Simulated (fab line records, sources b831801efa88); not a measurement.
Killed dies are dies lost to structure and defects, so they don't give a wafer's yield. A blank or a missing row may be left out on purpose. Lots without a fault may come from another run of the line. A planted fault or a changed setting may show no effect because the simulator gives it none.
Which tool did it? | flow sky130 | 10 lots, 30 wafers sampled, at 5 steps of a route of 708

WHAT THE GAUGES READ, wafer by wafer
SKY_VIA1_BOW_MEAS_03.
lot  | measured     | on            | VIA1_BOW (um)
L395 | day 33 21:19 | film_metro-02 | 86 82 91
L397 | day 35 03:49 | film_metro-04 | 78 74 77
L399 | day 35 15:47 | film_metro-04 | 69 86 86
L400 | day 36 03:53 | film_metro-04 | 77 91 86
L407 | day 38 08:03 | film_metro-04 | 73 63 76
L408 | day 38 12:06 | film_metro-01 | 86 89 78
L409 | day 38 15:38 | film_metro-01 | 85 75 78
L410 | day 39 02:11 | film_metro-02 | 85 85 92
L413 | day 39 14:29 | film_metro-02 | 83 86 71
L414 | day 40 09:41 | film_metro-04 | 85 83 74

SKY_METAL2_RS_MEAS_05: measures by four-point-probe.
lot  | measured     | on            | METAL2_ALCU_RS (ohm/sq)
L395 | day 35 01:59 | film_metro-03 | 0.1279 0.1274 0.1288
L397 | day 36 07:53 | film_metro-04 | 0.1243 0.1249 0.1237
L399 | day 36 19:21 | film_metro-04 | 0.1248 0.1273 0.1246
L400 | day 37 07:18 | film_metro-03 | 0.1251 0.1244 0.1247
L407 | day 39 11:00 | film_metro-03 | 0.1254 0.1247 0.1232
L408 | day 39 15:16 | film_metro-04 | 0.1409 0.1424 0.1406 0.1407 0.1421 0.1406
L409 | day 39 18:11 | film_metro-03 | 0.1430 0.1457 0.1428 0.1430 0.1452 0.1431
L410 | day 40 03:58 | film_metro-03 | 0.1256 0.1256 0.1261
L413 | day 40 16:47 | film_metro-01 | 0.1251 0.1271 0.1256
L414 | day 41 11:40 | film_metro-01 | 0.1267 0.1256 0.1277

SKY_METAL2_THK_MEAS_06: measures by xrf.
lot  | measured     | on            | METAL2_ALCU_THK (nm)
L395 | day 35 02:06 | film_metro-03 | 247 250 245
L397 | day 36 07:59 | film_metro-04 | 253 250 255
L399 | day 36 19:28 | film_metro-04 | 250 247 253
L400 | day 37 07:24 | film_metro-03 | 251 251 254
L407 | day 39 11:06 | film_metro-03 | 253 253 256
L408 | day 39 20:56 | film_metro-04 | 224 222 225 224 223 225
L409 | day 39 21:37 | film_metro-03 | 221 219 221 220 218 221
L410 | day 40 04:05 | film_metro-03 | 251 249 251
L413 | day 40 16:54 | film_metro-01 | 252 246 251
L414 | day 41 11:47 | film_metro-01 | 248 251 248

WHICH TOOL RAN EACH LOT (tool, then ch and the chambers of the sampled wafers, then the start)
lot  | SKY_METAL1_ETCH_18                | SKY_METAL2_SPUTTER_02
L395 | rie_metal-04 ch 0,1, day 33 20:02 | pvd_sputter-03, day 35 01:53
L397 | rie_metal-04 ch 1, day 35 02:30   | pvd_sputter-01, day 36 07:46
L399 | rie_metal-01 ch 0,1, day 35 14:32 | pvd_sputter-04, day 36 19:16
L400 | rie_metal-02 ch 0,1, day 36 02:39 | pvd_sputter-03, day 37 07:10
L407 | rie_metal-02 ch 0,1, day 38 06:49 | pvd_sputter-01, day 39 10:52
L408 | rie_metal-01 ch 0, day 38 10:43   | pvd_sputter-03, day 39 15:08
L409 | rie_metal-04 ch 0,1, day 38 14:24 | pvd_sputter-03, day 39 18:05
L410 | rie_metal-01 ch 0, day 39 00:49   | pvd_sputter-01, day 40 03:53
L413 | rie_metal-04 ch 0,1, day 39 13:11 | pvd_sputter-01, day 40 16:41
L414 | rie_metal-01 ch 1, day 40 08:19   | pvd_sputter-04, day 41 11:34
- SKY_METAL1_ETCH_18: etches BARC in N2/H2, stops on SiO2, time 45.9 s, target depth 60 nm.
- SKY_METAL2_SPUTTER_02: material AlCu, target thk 250 nm, time 13.3 s.

WHAT THE TOOLS THEMSELVES READ (means of the sampled wafers that have a number; where no wafer has one, the mark that the record gives instead)
SKY_METAL1_ETCH_18.
lot  | tool         | drypump_motor_current_A (A) | oes_product_au (a.u.) | rf_fwd_power_W (W) | throttle_valve_pct (%)
L395 | rie_metal-04 | 5.9                         | 0.855                 | 495.3              | 13.221
L397 | rie_metal-04 | 5.8                         | 0.851                 | 495.6              | 13.224
L399 | rie_metal-01 | 5.6                         | 0.858                 | 493.7              | 13.223
L400 | rie_metal-02 | 5.6                         | 0.855                 | 496.2              | 13.234
L407 | rie_metal-02 | 5.6                         | 0.860                 | 496.6              | 13.231
L408 | rie_metal-01 | 4.9                         | 0.849                 | 496.4              | 13.222
L409 | rie_metal-04 | 5.9                         | 0.856                 | 493.9              | 13.223
L410 | rie_metal-01 | 4.9                         | 0.853                 | 493.6              | 13.227
L413 | rie_metal-04 | 5.9                         | 0.854                 | 496.4              | 13.216
L414 | rie_metal-01 | 6.0                         | 0.851                 | 494.9              | 13.233

SKY_METAL2_SPUTTER_02.
lot  | tool           | throttle_valve_pct (%)
L395 | pvd_sputter-03 | 30.1
L397 | pvd_sputter-01 | 30.9
L399 | pvd_sputter-04 | 31.0
L400 | pvd_sputter-03 | 29.9
L407 | pvd_sputter-01 | 30.7
L408 | pvd_sputter-03 | 30.1
L409 | pvd_sputter-03 | 30.0
L410 | pvd_sputter-01 | 29.1
L413 | pvd_sputter-01 | 29.9
L414 | pvd_sputter-04 | 30.8

THE ANSWER, worked out from the rows above alone
Rule: what is usual is taken from the lots themselves. Put in order of their means at a reading, lots are off if they are a third of the lots or fewer, leave a main group of 4 or more, and stand apart from it by a gap of 3 or more times the standard deviation of the main group's means; of several such gaps the widest counts. A main group whose means are all the same, to the digits that the tables above print for the reading, isn't used. A lot without any number at a reading at which 4 lots or more have one is off too. The other lots that the step has rows for count as sound. The gauges are gone through in route order, then the tools' own readings, and for those a lot's mean is taken as printed above. The first step at which some lot is off is used, and at that step the reading that is off furthest; a lot without a number counts as furthest.
Off: L408, L409, at SKY_METAL2_RS_MEAS_05 (METAL2_ALCU_RS). The main group: mean 0.1257 ohm/sq, standard deviation 0.0012.
A tool fits if, at a process step before that reading, it ran every lot that is off, and no sound lot after the first of them. The gauges at SKY_METAL2_RS_MEAS_05 are tried like those tools. One fits: pvd_sputter-03 at SKY_METAL2_SPUTTER_02. Its last sound lot is L400 (day 37 07:10), its first lot that is off L408 (day 39 15:08): a fault that began between those two fits.

WHAT THE SIMULATOR HAD PUT IN
Process parameter drift: pvd_sputter-03, from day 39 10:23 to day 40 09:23, at SKY_METAL2_SPUTTER_02. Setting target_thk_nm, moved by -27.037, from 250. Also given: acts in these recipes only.
Lots struck among those shown: L408, L409. The rule above found the same.
